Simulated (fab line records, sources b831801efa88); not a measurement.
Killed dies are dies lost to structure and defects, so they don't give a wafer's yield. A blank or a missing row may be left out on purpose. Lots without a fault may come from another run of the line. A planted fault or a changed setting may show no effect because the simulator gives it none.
fab line records | flow sky130
record lots=6 wafers=18 last_day=49
route steps=708 shown METAL2@490
lots that met no fault: from a run of the same line without faults
start_h: hours from the record's first day to the start of the lot's first wafer shown | wait_h: hours since the lot's step before | " the same as in the row above | L1.1+2: a row that stands for several wafers | - no value, or no start given | * or withheld: withheld | < > ~ a bound
route shown NAME@n: a module of which the file shows steps, and the number in the route of the first | usual: mean/standard deviation of fault-free wafers | same: alike in all rows | chamber/n: place in a boat | sites: the reading at each site | _std_site: their standard deviation | _edge_site: outer sites' mean less inner sites' | radius_mm: how far each site lies from the wafer's centre | mask NAME#n: copy n | behind: the tool/chamber that last shaped the wafer | hold: why the lot was held/for how many hours/how that ended | device: the transistor (n, p or np) that didn't switch | end of line: the same wafers' tests at the end of the route | a step without rows: its recipe alone | killed: dies lost to structure and defects at the first sort, not the wafer's yield | map: a wafer's dies, x killed, . not, _ none there
set.NAME: the setting as run; set.NAME@STEP: as run at that earlier step | model.NAME: the simulator's own value behind a step, which no gauge read
lots at some steps of the route; a table a step, a row a wafer
services: from which hour (start_h, from the record's first day; less than 0 if before it) a tool's chamber was out of use, for how many hours, and why
## steps
# step SKY_METAL2_DEHYDRATE_07
# recipe temp_c=200 time_s=60
# step SKY_METAL2_HMDS_08
# recipe prime_time_s=60 prime_temp_c=120
# step SKY_METAL2_COAT_09
# recipe resist=BARC temp_c=withheld time_s=withheld spin_rpm=3000 resist_thk_nm=60
# step SKY_METAL2_COAT_10
# recipe resist=KrF-thick spin_rpm=3000 resist_thk_nm=450
# step SKY_METAL2_SOFTBAKE_11
# recipe temp_c=100 time_s=90 resist=KrF-thick
# step SKY_METAL2_EXPOSE_12
# recipe mask_id=MM2 na=0.8 source_shape=annular sigma_inner=0.55 sigma_outer=0.85 target_cd_nm=140 dose_mj=28
# step SKY_METAL2_PEB_13
# recipe peb_temp_c=withheld peb_time_s=withheld resist=KrF-thick
# step SKY_METAL2_DEVELOP_14
# recipe develop_time_s=60 resist=KrF-thick dev_temp_c=21
# step SKY_METAL2_CD_MEAS_15
# recipe target_cd_nm=140
# usual cd_nm=138.9/1.4
# columns lot.wafer tool chamber start_h wait_h cd_nm
L127.4 cd_sem-02 - 817.12 - 139.1
L127.5 " - " " 140.1
L127.6 " - " " 137.9
L138.2 cd_sem-02 - 909.23 - 136.8
L138.3 " - " " 137.7
L138.6 " - " " 138.7
L140.2 cd_sem-01 - 921.21 - 138.4
L140.5 " - " " 138.7
L140.6 " - " " 139.6
L143.1 cd_sem-01 - 936.34 - 140.2
L143.5 " - " " 140.6
L143.6 " - " " 140.3
L144.1 cd_sem-02 - 947.94 - 138.4
L144.3 " - " " 139.1
L144.5 " - " " 139.5
L146.2 cd_sem-02 - 970.36 - 139.4
L146.4 " - " " 139.5
L146.6 " - " " 138.6
# step SKY_METAL2_OVL_MEAS_16
# usual METAL2_OVL=-2/5.1
# columns lot.wafer tool chamber start_h wait_h METAL2_OVL[nm]
L127.4 overlay-02 - 817.20 0.1 -10
L127.5 " - " " -3
L127.6 " - " " -9
L138.2 overlay-01 - 909.34 0.1 -2
L138.3 " - " " -1
L138.6 " - " " -4
L140.2 overlay-02 - 921.32 0.1 -5
L140.5 " - " " -8
L140.6 " - " " -9
L143.1 overlay-02 - 936.46 0.1 3
L143.5 " - " " 10
L143.6 " - " " -3
L144.1 overlay-01 - 948.06 0.1 3
L144.3 " - " " 3
L144.5 " - " " 6
L146.2 overlay-02 - 970.47 0.1 -7
L146.4 " - " " -9
L146.6 " - " " -7
# step SKY_METAL2_DESCUM_17
# recipe chemistry=O2 source_power_w=150 bias_power_w=0 pressure_mtorr=10 temp_c=40 time_s=8
# usual drypump_motor_current_A=5.6/0.33 oes_product_au=0.994/0.0094
# columns lot.wafer tool chamber start_h wait_h drypump_motor_current_A oes_product_au rf_hours_counter_h
L127.4 rie_metal-03 0 817.23 0.0 5.8 0.988 -
L127.5 " 0 " " 5.8 0.995 -
L127.6 " 1 " " 5.4 0.998 -
L138.2 rie_metal-04 1 909.38 0.0 5.8 0.995 -
L138.3 " 1 " " 5.8 0.993 -
L138.6 " 1 " " 5.8 0.991 -
L140.2 rie_metal-04 0 921.35 0.0 6.1 1.008 0
L140.5 " 0 " " 6.1 0.999 -
L140.6 " 1 " " 5.8 0.990 -
L143.1 rie_metal-02 1 936.50 0.0 5.5 0.994 1
L143.5 " 1 " " 5.5 0.992 -
L143.6 " 0 " " 5.0 0.968 -
L144.1 rie_metal-02 1 948.10 0.0 5.5 0.990 1
L144.3 " 1 " " 5.5 0.987 -
L144.5 " 1 " " 5.5 0.996 -
L146.2 rie_metal-04 0 970.50 0.0 6.0 1.008 2
L146.4 " 0 " " 6.0 0.992 -
L146.6 " 0 " " 6.0 1.007 -
# step SKY_METAL2_ETCH_18
# recipe chemistry=N2/H2 target=BARC ion_energy_ev=200 bias_w=100 pressure_mtorr=30 n2_flow_sccm=100 h2_flow_sccm=200 icp_w=500 stop_on=SiO2 time_s=45.9 target_depth_a=600
# usual bias_w=100.0/0.3 chamber_pressure_mTorr=30.001/0.028 drypump_motor_current_A=5.7/0.33 oes_product_au=0.855/0.0047 throttle_valve_pct=13.224/0.0092
# columns lot.wafer tool chamber start_h wait_h bias_w chamber_pressure_mTorr drypump_motor_current_A oes_product_au rf_hours_counter_h throttle_valve_pct
L127.4 rie_metal-03 0 817.27 0.0 100.0 29.999 5.9 0.855 - 13.231
L127.5 " 0 " " 100.4 30.058 5.8 0.855 - 13.232
L127.6 " 1 " " 100.0 29.967 5.4 0.856 - 13.224
L138.2 rie_metal-04 1 909.45 0.1 100.1 30.026 5.8 0.849 - 13.230
L138.3 " 1 " " 100.1 29.997 5.8 0.855 - 13.231
L138.6 " 1 " " 99.8 29.963 5.9 0.858 - 13.216
L140.2 rie_metal-04 0 921.38 0.0 100.0 29.924 6.1 0.841 0 13.227
L140.5 " 0 " " 100.0 29.975 6.1 0.850 - 13.222
L140.6 " 1 " " 100.3 29.974 5.8 0.853 - 13.229
L143.1 rie_metal-02 1 936.53 0.0 100.2 29.989 5.6 0.858 1 13.207
L143.5 " 1 " " 100.2 29.988 5.6 0.859 - 13.229
L143.6 " 0 " " 100.3 29.978 5.0 0.860 - 13.229
L144.1 rie_metal-02 1 948.13 0.0 99.8 29.993 5.5 0.853 1 13.240
L144.3 " 1 " " 100.1 30.010 5.6 0.857 - 13.219
L144.5 " 1 " " 100.0 30.014 5.5 0.852 - 13.214
L146.2 rie_metal-04 0 970.53 0.0 100.5 30.004 6.1 0.848 2 13.212
L146.4 " 0 " " 100.4 29.961 6.1 0.859 - 13.228
L146.6 " 0 " " 100.0 29.990 6.0 0.858 - 13.226
# step SKY_METAL2_METAL_ETCH_19
# recipe target_depth_a=3600 stop_on=SiO2 over_etch_frac=0.3 time_s=78 chemistry=Cl2/BCl3 resist_sidewall_deg=88 pressure_mtorr=10 icp_w=900 bias_w=48.5 Cl2_flow_sccm=60 bcl3_flow_sccm=30
# usual bcl3_flow_sccm=30.01/0.099 bias_w=48.51/0.14 drypump_motor_current_A=5.6/0.33 oes_product_au=0.855/0.0057 throttle_valve_pct=22.265/0.009
# columns lot.wafer tool chamber start_h wait_h bcl3_flow_sccm bias_w drypump_motor_current_A oes_product_au rf_hours_counter_h throttle_valve_pct model.KrF-thick_of_METAL2_COAT_10.thk_nm model.SiO2_of_VIA1_HDPCVD_00.thk_nm
L127.4 rie_metal-03 0 817.34 0.1 30.11 48.80 5.8 0.859 - 22.259 162.8 332.1
L127.5 " 0 " " 29.99 48.65 5.8 0.854 - 22.270 164.6 332.7
L127.6 " 1 " " 30.04 48.55 5.4 0.855 - 22.255 162 330.6
L138.2 rie_metal-04 1 909.59 0.1 - - - - - - 391.7 341.5
L138.3 " 1 " " - - - - - - 391.9 344.2
L138.6 " 1 " " - - - - - - 392.1 343.7
L140.2 rie_metal-04 0 921.44 0.0 - - - - - - 391 341.8
L140.5 " 0 " " - - - - - - 391.1 341.2
L140.6 " 1 " " - - - - - - 394.3 341
L143.1 rie_metal-02 1 936.59 0.0 29.78 48.35 5.5 0.855 1 22.246 160.8 332.3
L143.5 " 1 " " 29.88 48.43 5.5 0.856 - 22.265 160.1 331
L143.6 " 0 " " 29.94 48.46 5.0 0.853 - 22.256 163.4 331.1
L144.1 rie_metal-02 1 948.19 0.0 30.16 48.35 5.5 0.847 1 22.256 161.4 329.2
L144.3 " 1 " " 30.14 48.50 5.5 0.859 - 22.244 160.4 332.1
L144.5 " 1 " " 30.18 48.52 5.5 0.854 - 22.270 161.2 332
L146.2 rie_metal-04 0 970.59 0.0 30.15 48.50 6.0 0.851 2 22.251 155.1 331.6
L146.4 " 0 " " 30.09 48.50 6.0 0.856 - 22.278 157.3 330.9
L146.6 " 0 " " 30.14 48.51 6.0 0.847 - 22.271 157.6 333.7
# step SKY_METAL2_STRIP_20
# recipe chemistry=O2/N2 power_w=1400 pressure_mtorr=1500 platen_temp_c=withheld o2_flow_sccm=3000 n2_flow_sccm=300 overash_fraction=0.5
# usual drypump_motor_current_A=5.95/0.23 oes_product_au=0.344/0.0051 strip_time_to_endpoint_s=2.72/0.035
# columns lot.wafer tool chamber start_h wait_h drypump_motor_current_A oes_product_au rf_hours_counter_h strip_time_to_endpoint_s
L127.4 plasma_asher-04 0 817.43 0.1 6.02 0.347 - 2.71
L127.5 " 1 " " 5.95 0.339 - 2.75
L127.6 " 0 " " 6.03 0.347 - 2.73
L138.2 plasma_asher-01 1 909.74 0.1 5.66 0.439 109 5.18
L138.3 " 0 " " 6.28 0.448 - 5.19
L138.6 " 0 " " 6.27 0.445 - 5.18
L140.2 plasma_asher-04 0 921.53 0.1 6.02 0.447 50 5.18
L140.5 " 0 " " 6.03 0.448 - 5.18
L140.6 " 1 " " 5.94 0.448 - 5.21
L143.1 plasma_asher-04 0 936.68 0.1 6.03 0.342 52 2.72
L143.5 " 1 " " 5.91 0.353 - 2.70
L143.6 " 0 " " 6.04 0.345 - 2.75
L144.1 plasma_asher-03 0 948.28 0.1 5.67 0.347 19 2.73
L144.3 " 0 " " 5.66 0.348 - 2.72
L144.5 " 1 " " 6.17 0.331 - 2.72
L146.2 plasma_asher-01 1 970.68 0.1 5.64 0.333 116 2.66
L146.4 " 0 " " 6.26 0.350 - 2.70
L146.6 " 0 " " 6.25 0.340 - 2.68
# step SKY_METAL2_STRIP_21
# recipe chemistry=post_etch_residue_remover time_s=1200 temp_c=72.5
## services
# columns tool chamber start_h hours kind
rie_metal-02 1 804.14 6.5 repair
rie_metal-03 0 840.03 2.3 repair
plasma_asher-03 - 847.74 0.4 repair
plasma_asher-03 - 859.23 1.7 repair
rie_metal-04 1 859.94 6.9 repair
plasma_asher-03 - 871.46 2.8 repair
rie_metal-02 1 882.61 - clean
rie_metal-02 1 882.61 36.8 scheduled_down
rie_metal-02 1 882.61 36.8 vent_cycle
rie_metal-03 - 904.52 0.4 repair
rie_metal-04 0 906.49 - clean
rie_metal-04 0 906.49 14.7 scheduled_down
rie_metal-04 0 906.49 14.7 vent_cycle
plasma_asher-03 - 916.25 6.7 repair
plasma_asher-03 - 942.82 0.3 repair
## key
first_sign step=SKY_METAL2_METAL_ETCH_19 reading=tool_record direction=missing
effect step=SKY_METAL2_STRIP_20 reading=strip_time_to_endpoint_s direction=up sigmas=71 usual=* struck=*
model_effect step=SKY_METAL2_METAL_ETCH_19 value=KrF-thick_of_METAL2_COAT_10.thk_nm without=159.2 struck=392
met_at SKY_METAL2_METAL_ETCH_19
struck_wafers L138.2,L138.3,L138.6,L140.2,L140.5,L140.6
later_rows_left_out L138.2,L138.3,L138.6,L140.2,L140.5,L140.6
sort_left_out L138.2,L138.3,L138.6,L140.2,L140.5,L140.6
fault kind=skipped_step_whole tool=rie_metal-04 chamber=- onset_h=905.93 steps=SKY_METAL2_METAL_ETCH_19 scope=struck_lots_only
# sort_left_out: the simulated sort isn't trusted on such a fault, so these wafers' sort isn't shown, and their yield isn't known
# later_rows_left_out: the simulator's readings of these wafers behind a module that went badly wrong aren't trusted and aren't shown, but for the sort
